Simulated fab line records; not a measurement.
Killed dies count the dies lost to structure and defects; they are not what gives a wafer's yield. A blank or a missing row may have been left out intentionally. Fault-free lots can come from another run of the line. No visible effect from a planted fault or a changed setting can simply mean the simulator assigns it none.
fab line records	flow gf180mcu
record: lots: 24	wafers: 72	last-day: 34
route steps=602 shown VT_IMPLANT@132 HV_LDD@208 M5@533 V5@558 PASSIVATION@587
lots that met no fault: from a run of the same line without faults
start-h: hours from the record's opening day to when the first of the lot's shown wafers began	wait-h: how many hours have passed since the lot's step before this one	" repeats the value in the row above	L1.1+2: one row covering several wafers at once	- either no value or no given start	* or withheld: withheld	< > ~ a bound
route shown NAME@n: names a module that has steps shown in the file, with the first one's number in the route	usual: mean/standard deviation of fault-free wafers	same: alike in all rows	chamber/n: place in a boat	sites: per-site readings	_std_site: the values' standard deviation	_edge_site: mean of outer sites minus mean of inner sites	radius-mm: for every site, how far away it sits from the centre of the wafer	mask NAME#n: copy n	behind: the tool/chamber that last shaped the wafer	hold: why the lot was held/for how many hours/how that ended	device: transistor that didn't switch, given as n, p or np	end of line: the route-end tests of the same wafers	a step without rows: its recipe alone	killed: not the wafer's yield, but the dies lost to structure and defects at the first sort	map: a wafer's dies, marking killed ones x, the rest . and places with no die _
set.NAME: the run value of the setting; set.NAME@STEP: its run value at that earlier step	model.NAME: the simulator's own value behind a step, which no gauge read
steps of the route over a sample of lots; a table a step, a row a wafer
services: the hour from which a tool's chamber was out of use, counted from the record's first day as start-h (under 0 if before that day), plus the number of hours and why
== steps ==
step: GF_VT_IMPLANT_STRIP_42
recipe: chemistry: O2/N2	power-w: 1400	pressure-mtorr: 1500	platen-temp-c: 250	o2-flow-sccm: 3000	n2-flow-sccm: 300	overash-fraction: 0.5
usual: drypump-motor-current-A: 6.09/0.22	heater-power-w: 341/22	o2-flow-sccm: 3000/8.3	oes-product-au: 0.716/0.0053	strip-time-to-endpoint-s: 12.64/0.035
same: overash-fraction: 0.5
lot.wafer	tool	chamber	start-h	wait-h	drypump-motor-current-A	heater-power-w	o2-flow-sccm	oes-product-au	rf-hours-counter-h	strip-time-to-endpoint-s
L074.1	plasma-asher-04	0	158.46	0.1	5.84	351	3009	0.724	52	12.59
L074.3	"	0	"	"	5.86	348	2994	0.716	-	12.65
L074.6	"	0	"	"	5.85	339	3005	0.717	-	12.66
L075.3	plasma-asher-03	0	165.39	0.1	5.77	342	3006	0.712	-	12.62
L075.4	"	1	"	"	6.39	381	3001	0.707	-	12.56
L075.6	"	0	"	"	5.75	338	3005	0.719	-	12.61
L076.1	plasma-asher-02	1	172.06	0.1	6.14	320	2992	0.718	37	12.55
L076.2	"	0	"	"	6.26	338	2997	0.725	37	12.61
L076.4	"	0	"	"	6.25	340	2994	0.716	-	12.58
L077.1	plasma-asher-02	1	176.89	0.1	6.10	326	2997	0.713	37	12.59
L077.5	"	0	"	"	6.26	336	2998	0.726	-	12.57
L077.6	"	1	"	"	6.10	327	3002	0.711	-	12.56
L078.1	plasma-asher-03	0	185.66	0.1	5.73	332	2985	0.703	8	12.62
L078.2	"	1	"	"	6.31	384	2984	0.708	8	12.61
L078.4	"	1	"	"	6.31	390	2994	0.717	-	12.60
L079.1	plasma-asher-02	1	191.54	0.1	6.10	332	3005	0.719	39	12.65
L079.5	"	1	"	"	6.15	328	3000	0.707	-	12.63
L079.6	"	0	"	"	6.25	336	2992	0.720	-	12.68
L080.3	plasma-asher-04	1	199.29	0.1	6.22	318	3008	0.712	-	12.57
L080.4	"	0	"	"	5.85	347	2994	0.709	-	12.55
L080.5	"	1	"	"	6.21	313	2999	0.709	-	12.58
L081.1	plasma-asher-04	1	205.01	0.1	6.21	310	3013	0.716	56	12.67
L081.3	"	1	"	"	6.21	310	3013	0.709	-	12.65
L081.5	"	0	"	"	5.86	353	3007	0.712	-	12.67
L082.1	plasma-asher-04	0	213.61	0.1	5.84	350	3001	0.720	57	12.63
L082.5	"	0	"	"	5.83	357	2991	0.722	-	12.63
L082.6	"	1	"	"	6.20	314	3007	0.711	-	12.62
L083.3	plasma-asher-02	0	218.92	0.1	6.26	337	2994	0.709	-	12.68
L083.4	"	1	"	"	6.14	318	3017	0.714	-	12.67
L083.6	"	1	"	"	6.20	324	3016	0.713	-	12.67
L084.1	plasma-asher-02	1	224.27	0.1	6.16	334	2985	0.714	42	12.69
L084.5	"	1	"	"	6.12	330	2999	0.715	-	12.66
L084.6	"	0	"	"	6.24	350	2999	0.712	-	12.69
L085.2	plasma-asher-03	1	230.97	0.1	6.33	386	3003	0.717	12	12.63
L085.4	"	0	"	"	5.75	320	3009	0.721	-	12.64
L085.5	"	1	"	"	6.32	396	2990	0.715	-	12.61
L086.1	plasma-asher-03	1	238.27	0.1	6.34	388	3008	0.710	13	12.63
L086.2	"	0	"	"	5.76	337	2997	0.704	13	12.64
L086.5	"	0	"	"	5.74	328	2986	0.707	-	12.64
L087.1	plasma-asher-04	0	245.49	0.1	5.85	351	2993	0.716	61	12.64
L087.3	"	1	"	"	6.23	308	2999	0.710	-	12.65
L087.5	"	0	"	"	5.86	347	3002	0.719	-	12.68
L088.1	plasma-asher-03	1	255.01	0.1	6.30	378	3013	0.718	15	12.70
L088.5	"	0	"	"	5.72	330	3008	0.716	-	12.64
L088.6	"	1	"	"	6.34	377	3011	0.712	-	12.66
L089.4	plasma-asher-03	1	261.00	0.1	6.27	382	3003	0.709	-	12.67
L089.5	"	1	"	"	6.31	385	2996	0.719	-	12.68
L089.6	"	0	"	"	5.73	329	3007	0.707	-	12.67
L090.3	plasma-asher-03	0	265.55	0.1	5.72	344	3003	0.706	-	12.67
L090.4	"	1	"	"	6.36	378	3001	0.720	-	12.64
L090.6	"	0	"	"	5.75	339	3007	0.712	-	12.65
L091.1	plasma-asher-03	0	278.69	0.1	5.75	335	2995	0.717	17	12.64
L091.3	"	1	"	"	6.32	392	3009	0.710	-	12.63
L091.5	"	0	"	"	5.72	333	3000	0.717	-	12.64
L092.1	plasma-asher-03	0	282.42	0.1	5.72	335	2981	0.719	18	12.65
L092.3	"	0	"	"	5.74	338	3001	0.717	-	12.61
L092.5	"	0	"	"	5.75	332	3002	0.718	-	12.64
L093.2	plasma-asher-04	0	289.62	0.1	5.86	344	2990	0.713	65	12.62
L093.3	"	1	"	"	6.22	303	2987	0.721	-	12.61
L093.5	"	0	"	"	5.85	345	2991	0.714	-	12.60
L094.2	plasma-asher-04	0	293.69	0.1	5.85	348	3002	0.713	66	12.64
L094.4	"	0	"	"	5.85	352	2999	0.725	-	12.65
L094.5	"	0	"	"	5.84	347	3013	0.710	-	12.66
L095.1	plasma-asher-02	0	300.81	0.1	6.26	343	2987	0.718	50	12.63
L095.2	"	1	"	"	6.20	331	3005	0.716	50	12.65
L095.3	"	0	"	"	6.26	348	3002	0.713	-	12.63
L096.3	plasma-asher-02	1	306.80	0.1	6.14	323	3011	0.715	-	12.63
L096.4	"	0	"	"	6.23	335	2995	0.719	-	12.58
L096.5	"	1	"	"	6.16	325	2997	0.712	-	12.63
L097.2	plasma-asher-02	1	311.56	0.1	6.13	329	3008	0.716	51	12.68
L097.3	"	1	"	"	6.13	325	3006	0.722	-	12.71
L097.4	"	0	"	"	6.27	343	3014	0.722	-	12.63
step: GF_HV_LDD_OVL_MEAS_32
usual: HV_LDD_02_OVL: -0.2/1.7
lot.wafer	tool	chamber	start-h	wait-h	HV_LDD_02_OVL[nm]
L074.1	overlay-02	-	255.87	0.1	-2.3
L074.3	"	-	"	"	-2.5
L074.6	"	-	"	"	0.3
L075.3	overlay-02	-	263.65	0.1	-2.3
L075.4	"	-	"	"	-2.6
L075.6	"	-	"	"	-1.5
L076.1	overlay-01	-	271.22	0.1	0.4
L076.2	"	-	"	"	1.4
L076.4	"	-	"	"	-1.0
L077.1	overlay-01	-	276.82	0.1	0.2
L077.5	"	-	"	"	-0.7
L077.6	"	-	"	"	0.2
L078.1	overlay-02	-	289.17	0.1	0.8
L078.2	"	-	"	"	-1.5
L078.4	"	-	"	"	1.2
L079.1	overlay-02	-	292.34	0.1	2.1
L079.5	"	-	"	"	-0.8
L079.6	"	-	"	"	3.0
L080.3	overlay-01	-	303.10	0.1	-1.5
L080.4	"	-	"	"	-2.1
L080.5	"	-	"	"	-0.5
L081.1	overlay-02	-	310.17	0.1	-0.7
L081.3	"	-	"	"	-3.5
L081.5	"	-	"	"	-3.0
L082.1	overlay-01	-	318.87	0.1	1.0
L082.5	"	-	"	"	1.2
L082.6	"	-	"	"	-0.1
L083.3	overlay-01	-	325.80	0.1	0.7
L083.4	"	-	"	"	0.4
L083.6	"	-	"	"	2.0
L084.1	overlay-01	-	331.17	0.1	2.6
L084.5	"	-	"	"	2.0
L084.6	"	-	"	"	0.4
L085.2	overlay-01	-	337.05	0.1	0.3
L085.4	"	-	"	"	-0.8
L085.5	"	-	"	"	0.7
L086.1	overlay-02	-	348.19	0.1	-1.8
L086.2	"	-	"	"	-2.0
L086.5	"	-	"	"	-1.4
L087.1	overlay-02	-	353.34	0.1	1.9
L087.3	"	-	"	"	1.7
L087.5	"	-	"	"	0.7
L088.1	overlay-02	-	363.07	0.1	-1.0
L088.5	"	-	"	"	-0.9
L088.6	"	-	"	"	-0.9
L089.4	overlay-02	-	383.84	0.1	2.6
L089.5	"	-	"	"	3.0
L089.6	"	-	"	"	2.5
L090.3	overlay-02	-	384.30	0.1	1.3
L090.4	"	-	"	"	2.4
L090.6	"	-	"	"	0.4
L091.1	overlay-01	-	399.06	0.1	-2.2
L091.3	"	-	"	"	-1.2
L091.5	"	-	"	"	-4.2
L092.1	overlay-02	-	399.36	0.1	-2.9
L092.3	"	-	"	"	-0.4
L092.5	"	-	"	"	-3.6
L093.2	overlay-01	-	417.17	0.1	1.4
L093.3	"	-	"	"	-0.5
L093.5	"	-	"	"	-0.8
L094.2	overlay-02	-	417.47	0.1	-2.7
L094.4	"	-	"	"	-2.6
L094.5	"	-	"	"	-3.9
L095.1	overlay-02	-	427.77	0.1	1.7
L095.2	"	-	"	"	0.5
L095.3	"	-	"	"	-0.1
L096.3	overlay-01	-	428.23	0.1	-1.0
L096.4	"	-	"	"	0.2
L096.5	"	-	"	"	-0.3
L097.2	overlay-02	-	445.00	0.1	-0.3
L097.3	"	-	"	"	-1.3
L097.4	"	-	"	"	-2.6
step: GF_M5_CD_MEAS_07
recipe: target-cd-nm: 280
usual: cd-nm: 280.1/1.4
lot.wafer	tool	chamber	start-h	wait-h	cd-nm
L074.1	cd-sem-02	-	607.18	0.1	281.1
L074.3	"	-	"	"	280.8
L074.6	"	-	"	"	282.7
L075.3	cd-sem-01	-	613.77	0.1	280.8
L075.4	"	-	"	"	280.6
L075.6	"	-	"	"	282.1
L076.1	cd-sem-02	-	622.64	0.1	279.4
L076.2	"	-	"	"	278.1
L076.4	"	-	"	"	278.2
L077.1	cd-sem-02	-	626.48	0.1	282.8
L077.5	"	-	"	"	281.8
L077.6	"	-	"	"	282.0
L078.1	cd-sem-01	-	642.69	0.1	281.6
L078.2	"	-	"	"	281.2
L078.4	"	-	"	"	280.7
L079.1	cd-sem-01	-	643.38	0.1	281.0
L079.5	"	-	"	"	280.8
L079.6	"	-	"	"	280.1
L080.3	cd-sem-01	-	650.83	0.1	282.1
L080.4	"	-	"	"	279.9
L080.5	"	-	"	"	281.8
L081.1	cd-sem-02	-	664.43	0.1	279.3
L081.3	"	-	"	"	279.5
L081.5	"	-	"	"	279.9
L082.1	cd-sem-01	-	667.22	0.1	280.9
L082.5	"	-	"	"	279.5
L082.6	"	-	"	"	280.4
L083.3	cd-sem-02	-	672.92	0.1	281.8
L083.4	"	-	"	"	282.2
L083.6	"	-	"	"	281.4
L084.1	cd-sem-01	-	680.56	0.2	279.4
L084.5	"	-	"	"	278.9
L084.6	"	-	"	"	279.3
L085.2	cd-sem-02	-	687.97	0.2	279.6
L085.4	"	-	"	"	278.3
L085.5	"	-	"	"	280.2
L086.1	cd-sem-02	-	700.73	0.1	279.6
L086.2	"	-	"	"	281.2
L086.5	"	-	"	"	280.0
L087.1	cd-sem-01	-	701.38	0.1	280.9
L087.3	"	-	"	"	280.1
L087.5	"	-	"	"	280.0
L088.1	cd-sem-01	-	706.48	0.1	279.2
L088.5	"	-	"	"	278.7
L088.6	"	-	"	"	280.4
L089.4	cd-sem-01	-	727.78	0.1	279.5
L089.5	"	-	"	"	279.8
L089.6	"	-	"	"	280.2
L090.3	cd-sem-02	-	729.43	0.1	280.5
L090.4	"	-	"	"	280.7
L090.6	"	-	"	"	280.8
L091.1	cd-sem-01	-	739.78	0.1	281.6
L091.3	"	-	"	"	281.4
L091.5	"	-	"	"	280.9
L092.1	cd-sem-01	-	742.62	0.1	278.2
L092.3	"	-	"	"	278.4
L092.5	"	-	"	"	277.3
L093.2	cd-sem-01	-	751.25	0.1	281.3
L093.3	"	-	"	"	282.1
L093.5	"	-	"	"	281.9
L094.2	cd-sem-02	-	752.41	0.1	278.8
L094.4	"	-	"	"	278.2
L094.5	"	-	"	"	278.5
L095.1	cd-sem-02	-	759.24	0.1	280.2
L095.2	"	-	"	"	280.7
L095.3	"	-	"	"	281.5
L096.3	cd-sem-02	-	762.26	0.1	278.4
L096.4	"	-	"	"	278.8
L096.5	"	-	"	"	279.7
L097.2	cd-sem-02	-	769.26	0.1	279.8
L097.3	"	-	"	"	280.0
L097.4	"	-	"	"	279.7
step: GF_M5_METAL_ETCH_10
recipe: chemistry: Cl2/BCl3	mask-material: KrF	target-depth-nm: 750.8	stop-on: SiO2	pressure-mtorr: 8	icp-w: 800	bias-w: 140	Cl2_flow_sccm: 80	bcl3-flow-sccm: 40	time-s: 125.1
usual: drypump-motor-current-A: 5.8/0.41	oes-product-au: 0.991/0.0065	throttle-valve-pct: 28.229/0.01
lot.wafer	tool	chamber	start-h	wait-h	drypump-motor-current-A	oes-product-au	rf-hours-counter-h	throttle-valve-pct
L074.1	rie-metal-04	1	607.36	0.0	5.6	0.986	13	28.234
L074.3	"	0	"	"	5.4	0.999	-	28.228
L074.6	"	1	"	"	5.6	0.983	-	28.225
L075.3	rie-metal-04	1	613.95	0.1	5.6	0.982	-	28.237
L075.4	"	0	"	"	5.4	0.992	-	28.234
L075.6	"	1	"	"	5.6	0.981	-	28.254
L076.1	rie-metal-02	1	622.82	0.0	5.6	0.983	6	28.225
L076.2	"	0	"	"	6.5	0.998	5	28.229
L076.4	"	1	"	"	5.6	1.001	-	28.224
L077.1	rie-metal-01	0	626.66	0.0	5.8	0.988	5	28.220
L077.5	"	0	"	"	5.8	0.995	-	28.228
L077.6	"	1	"	"	6.0	0.983	-	28.245
L078.1	rie-metal-04	1	642.87	0.0	5.6	0.978	14	28.243
L078.2	"	0	"	"	5.4	0.986	3	28.220
L078.4	"	0	"	"	5.4	0.997	-	28.233
L079.1	rie-metal-02	0	643.56	0.0	6.5	0.994	6	28.210
L079.5	"	1	"	"	5.6	0.992	-	28.230
L079.6	"	0	"	"	6.5	0.991	-	28.205
L080.3	rie-metal-02	1	651.01	0.1	5.6	0.990	-	28.229
L080.4	"	0	"	"	6.5	0.995	-	28.231
L080.5	"	1	"	"	5.6	0.993	-	28.231
L081.1	rie-metal-02	1	664.61	0.0	5.6	1.000	8	28.213
L081.3	"	0	"	"	6.5	0.999	-	28.218
L081.5	"	0	"	"	6.5	0.996	-	28.235
L082.1	rie-metal-04	1	667.40	0.0	5.6	0.983	15	28.232
L082.5	"	1	"	"	5.6	0.981	-	28.232
L082.6	"	0	"	"	5.4	0.994	-	28.233
L083.3	rie-metal-01	0	673.10	0.1	5.9	0.992	-	28.218
L083.4	"	1	"	"	6.0	0.990	-	28.219
L083.6	"	1	"	"	6.0	0.993	-	28.230
L084.1	rie-metal-04	0	680.74	0.0	5.4	0.989	4	28.237
L084.5	"	0	"	"	5.4	0.990	-	28.228
L084.6	"	1	"	"	5.6	0.984	-	28.240
L085.2	rie-metal-02	0	688.13	0.0	6.5	1.000	8	28.232
L085.4	"	1	"	"	5.6	0.988	-	28.224
L085.5	"	0	"	"	6.5	0.997	-	28.234
L086.1	rie-metal-01	1	700.91	0.0	6.0	0.999	14	28.213
L086.2	"	1	"	"	6.0	0.989	-	28.219
L086.5	"	1	"	"	6.0	0.989	-	28.229
L087.1	rie-metal-02	1	701.56	0.0	5.6	0.989	9	28.219
L087.3	"	0	"	"	6.5	0.993	-	28.234
L087.5	"	1	"	"	5.6	0.979	-	28.227
L088.1	rie-metal-04	0	706.66	0.0	5.4	0.999	6	28.224
L088.5	"	0	"	"	5.4	0.996	-	28.226
L088.6	"	0	"	"	5.4	1.004	-	28.229
L089.4	rie-metal-04	1	728.02	0.1	5.7	0.986	-	28.229
L089.5	"	1	"	"	5.6	0.986	-	28.242
L089.6	"	1	"	"	5.6	0.976	-	28.230
L090.3	rie-metal-04	1	729.66	0.1	5.6	0.988	-	28.234
L090.4	"	1	"	"	5.6	0.992	-	28.262
L090.6	"	1	"	"	5.6	0.979	-	28.235
L091.1	rie-metal-01	1	739.96	0.0	6.0	0.994	0	28.238
L091.3	"	1	"	"	6.0	0.988	-	28.227
L091.5	"	0	"	"	5.8	0.995	-	28.232
L092.1	rie-metal-02	1	742.80	0.0	5.6	0.999	11	28.213
L092.3	"	1	"	"	5.6	0.983	-	28.247
L092.5	"	0	"	"	6.5	0.998	-	28.228
L093.2	rie-metal-02	1	751.41	0.0	5.6	0.988	12	28.215
L093.3	"	1	"	"	5.6	0.996	-	28.219
L093.5	"	0	"	"	6.5	0.989	-	28.220
L094.2	rie-metal-02	1	752.57	0.0	5.6	0.992	12	28.233
L094.4	"	0	"	"	6.5	0.988	-	28.220
L094.5	"	1	"	"	5.6	0.992	-	28.226
L095.1	rie-metal-02	0	759.42	0.0	6.5	0.993	11	28.228
L095.2	"	1	"	"	5.6	0.997	12	28.214
L095.3	"	1	"	"	5.6	0.999	-	28.229
L096.3	rie-metal-02	0	762.44	0.1	6.5	0.985	-	28.241
L096.4	"	1	"	"	5.6	0.995	-	28.230
L096.5	"	1	"	"	5.6	0.987	-	28.214
L097.2	rie-metal-01	0	769.42	0.0	5.8	0.989	10	28.252
L097.3	"	1	"	"	6.0	0.998	-	28.243
L097.4	"	0	"	"	5.8	1.001	-	28.218
step: GF_V5_STRIP_18
recipe: chemistry: O2/N2	power-w: 1400	pressure-mtorr: 1500	platen-temp-c: 250	o2-flow-sccm: 3000	n2-flow-sccm: 300	overash-fraction: 0.5
usual: drypump-motor-current-A: 6.0/0.31	heater-power-w: 335/27	o2-flow-sccm: 3000/8.5	oes-product-au: 0.568/0.0043
same: overash-fraction: 0.5
lot.wafer	tool	chamber	start-h	wait-h	drypump-motor-current-A	heater-power-w	o2-flow-sccm	oes-product-au	rf-hours-counter-h
L074.1	plasma-asher-02	0	629.55	-	6.3	343	3008	0.573	84
L074.3	"	1	"	"	6.1	332	3008	0.569	-
L074.6	"	1	"	"	6.2	326	3002	0.572	-
L075.3	plasma-asher-04	0	635.92	-	5.8	353	2994	0.565	-
L075.4	"	1	"	"	6.2	299	2997	0.571	-
L075.6	"	0	"	"	5.9	353	3009	0.571	-
L076.1	plasma-asher-02	1	644.40	-	6.1	320	3003	0.562	86
L076.2	"	0	"	"	6.2	337	3000	0.564	86
L076.4	"	1	"	"	6.1	321	3004	0.567	-
L077.1	plasma-asher-01	1	648.03	-	5.4	378	3009	0.562	99
L077.5	"	1	"	"	5.4	359	3011	0.565	-
L077.6	"	0	"	"	5.9	303	3002	0.571	-
L078.1	plasma-asher-01	1	663.83	-	5.4	365	3009	0.576	100
L078.2	"	0	"	"	5.8	293	3011	0.570	100
L078.4	"	1	"	"	5.4	365	3010	0.570	-
L079.1	plasma-asher-04	0	665.01	-	5.8	349	3006	0.572	24
L079.5	"	1	"	"	6.2	310	2991	0.567	-
L079.6	"	0	"	"	5.8	359	2993	0.565	-
L080.3	plasma-asher-01	0	671.97	-	5.8	297	2988	0.565	-
L080.4	"	1	"	"	5.4	365	2998	0.570	-
L080.5	"	0	"	"	5.8	297	2995	0.562	-
L081.1	plasma-asher-04	1	685.50	-	6.2	308	2990	0.566	26
L081.3	"	0	"	"	5.9	355	2999	0.576	-
L081.5	"	0	"	"	5.9	348	3001	0.566	-
L082.1	plasma-asher-04	1	688.51	-	6.2	304	3001	0.561	27
L082.5	"	1	"	"	6.2	304	3011	0.567	-
L082.6	"	0	"	"	5.8	356	3001	0.567	-
L083.3	plasma-asher-01	1	693.84	-	5.4	357	3016	0.563	-
L083.4	"	0	"	"	5.8	294	2988	0.573	-
L083.6	"	0	"	"	5.9	292	3006	0.567	-
L084.1	plasma-asher-02	1	700.41	-	6.2	328	3006	0.575	91
L084.5	"	0	"	"	6.3	333	2995	0.560	-
L084.6	"	1	"	"	6.2	336	3004	0.563	-
L085.2	plasma-asher-02	1	708.49	-	6.2	322	3002	0.567	92
L085.4	"	0	"	"	6.2	341	3002	0.564	-
L085.5	"	1	"	"	6.1	326	3005	0.571	-
L086.1	plasma-asher-01	1	721.96	-	5.4	363	3004	0.566	106
L086.2	"	0	"	"	5.8	291	2981	0.569	106
L086.5	"	1	"	"	5.4	357	2995	0.570	-
L087.1	plasma-asher-02	1	722.09	-	6.1	333	2999	0.566	94
L087.3	"	0	"	"	6.3	337	3004	0.565	-
L087.5	"	1	"	"	6.1	331	3006	0.567	-
L088.1	plasma-asher-02	0	726.29	-	6.2	343	2976	0.569	94
L088.5	"	0	"	"	6.3	337	2977	0.573	-
L088.6	"	1	"	"	6.1	325	3014	0.570	-
L089.4	plasma-asher-01	1	746.53	-	5.4	389	2995	0.570	-
L089.5	"	1	"	"	5.4	391	2996	0.569	-
L089.6	"	0	"	"	5.8	299	3003	0.577	-
L090.3	plasma-asher-01	0	748.38	-	5.8	299	3004	0.560	-
L090.4	"	1	"	"	5.4	386	2991	0.566	-
L090.6	"	1	"	"	5.4	386	3002	0.567	-
L091.1	plasma-asher-01	0	758.25	-	5.8	301	3008	0.561	2
L091.3	"	1	"	"	5.4	387	2998	0.573	-
L091.5	"	0	"	"	5.8	304	3004	0.560	-
L092.1	plasma-asher-02	1	760.61	-	6.1	332	3000	0.557	99
L092.3	"	1	"	"	6.1	332	3002	0.570	-
L092.5	"	0	"	"	6.3	336	2997	0.563	-
L093.2	plasma-asher-01	0	768.71	-	5.9	305	2998	0.572	3
L093.3	"	0	"	"	5.9	297	2988	0.572	-
L093.5	"	1	"	"	5.4	396	2996	0.567	-
L094.2	plasma-asher-02	1	770.50	-	6.2	321	2998	0.568	100
L094.4	"	1	"	"	6.2	327	2996	0.566	-
L094.5	"	0	"	"	6.3	352	2992	0.567	-
L095.1	plasma-asher-02	0	776.76	-	6.2	345	3003	0.570	101
L095.2	"	1	"	"	6.1	339	2995	0.567	101
L095.3	"	1	"	"	6.1	329	3003	0.571	-
L096.3	plasma-asher-02	1	779.53	-	6.2	326	2996	0.566	-
L096.4	"	0	"	"	6.2	346	3003	0.568	-
L096.5	"	1	"	"	6.2	324	2996	0.564	-
L097.2	plasma-asher-02	0	786.64	-	6.2	347	2990	0.571	102
L097.3	"	0	"	"	6.3	346	2990	0.568	-
L097.4	"	1	"	"	6.2	322	3017	0.571	-
step: GF_PASSIVATION_CVD_00
recipe: material: SiO2	target-thk-nm: 1000	precursor: TEOS	temp-c: 400	time-s: 111.95	rf-w: 600
usual: heater-power-outer-w: 364/67	heater-power-w: 664/100
lot.wafer	tool	chamber	start-h	wait-h	heater-power-outer-w	heater-power-w
L074.1	pecvd-03	1	651.48	0.0	351	681
L074.3	"	1	"	"	262	562
L074.6	"	1	"	"	267	566
L075.3	pecvd-01	2	657.81	0.0	297	634
L075.4	"	0	"	"	277	562
L075.6	"	1	"	"	391	704
L076.1	pecvd-03	1	666.55	0.0	361	698
L076.2	"	2	"	"	452	802
L076.4	"	2	"	"	482	838
L077.1	pecvd-01	1	670.09	0.0	415	745
L077.5	"	2	"	"	341	669
L077.6	"	0	"	"	365	663
L078.1	pecvd-02	1	686.18	0.0	309	506
L078.2	"	2	"	"	389	645
L078.4	"	2	"	"	285	521
L079.1	pecvd-02	1	687.83	0.0	265	467
L079.5	"	2	"	"	376	642
L079.6	"	1	"	"	305	536
L080.3	pecvd-02	2	693.82	0.0	359	640
L080.4	"	2	"	"	388	636
L080.5	"	1	"	"	334	543
L081.1	pecvd-03	2	706.74	0.0	391	718
L081.3	"	1	"	"	343	678
L081.5	"	0	"	"	401	655
L082.1	pecvd-01	2	710.77	0.0	339	690
L082.5	"	0	"	"	375	693
L082.6	"	1	"	"	499	853
L083.3	pecvd-03	1	714.75	0.0	380	715
L083.4	"	0	"	"	304	521
L083.6	"	1	"	"	262	556
L084.1	pecvd-02	0	720.86	0.0	421	761
L084.5	"	2	"	"	359	630
L084.6	"	1	"	"	306	513
L085.2	pecvd-01	0	728.67	0.0	366	683
L085.4	"	2	"	"	341	677
L085.5	"	0	"	"	275	568
L086.1	pecvd-02	1	741.26	0.0	316	531
L086.2	"	2	"	"	296	542
L086.5	"	2	"	"	332	600
L087.1	pecvd-01	0	741.39	0.0	389	717
L087.3	"	1	"	"	450	789
L087.5	"	1	"	"	493	835
L088.1	pecvd-02	1	746.02	0.0	337	567
L088.5	"	2	"	"	283	511
L088.6	"	1	"	"	255	446
L089.4	pecvd-02	0	765.81	0.0	444	792
L089.5	"	2	"	"	370	651
L089.6	"	1	"	"	337	563
L090.3	pecvd-01	2	767.03	0.0	349	680
L090.4	"	0	"	"	358	670
L090.6	"	2	"	"	237	536
L091.1	pecvd-01	2	776.45	0.0	294	613
L091.3	"	0	"	"	325	634
L091.5	"	0	"	"	365	683
L092.1	pecvd-03	1	779.57	0.0	334	669
L092.3	"	2	"	"	472	819
L092.5	"	2	"	"	345	656
L093.2	pecvd-01	1	787.03	0.0	425	746
L093.3	"	0	"	"	345	675
L093.5	"	0	"	"	372	709
L094.2	pecvd-03	0	788.30	0.0	373	606
L094.4	"	0	"	"	400	632
L094.5	"	1	"	"	345	663
L095.1	pecvd-02	1	794.36	0.0	349	580
L095.2	"	2	"	"	318	556
L095.3	"	0	"	"	466	799
L096.3	pecvd-01	1	797.90	0.0	403	741
L096.4	"	2	"	"	294	619
L096.5	"	1	"	"	464	824
L097.2	pecvd-01	0	803.95	0.0	357	676
L097.3	"	2	"	"	314	646
L097.4	"	0	"	"	384	703
== services ==
tool	chamber	start-h	hours	kind
pecvd-01	-	152.50	2.8	pm
plasma-asher-02	-	156.56	6.9	repair
plasma-asher-04	-	175.62	7.5	repair
pecvd-01	-	182.14	0.5	repair
pecvd-01	0	184.99	4.6	repair
pecvd-01	-	212.06	0.8	pm
pecvd-01	-	326.19	1.5	repair
plasma-asher-02	-	354.12	2.8	pm
plasma-asher-04	-	404.46	0.7	repair
rie-metal-02	-	411.33	1.4	pm
plasma-asher-04	-	421.25	9.0	pm
plasma-asher-02	-	498.68	1.3	repair
plasma-asher-04	-	510.31	9.6	repair
plasma-asher-04	-	552.58	4.7	repair
plasma-asher-04	-	566.68	2.8	pm
pecvd-01	-	591.12	14.0	pm
pecvd-01	0	602.27	7.9	repair
pecvd-01	2	629.20	6.7	repair
plasma-asher-04	-	709.46	37.2	repair
pecvd-01	2	756.40	6.5	repair
plasma-asher-04	-	766.76	3.1	pm
pecvd-01	-	773.34	0.9	repair
plasma-asher-04	-	789.92	1.9	repair
plasma-asher-04	-	800.28	2.3	repair
== key ==
fault none
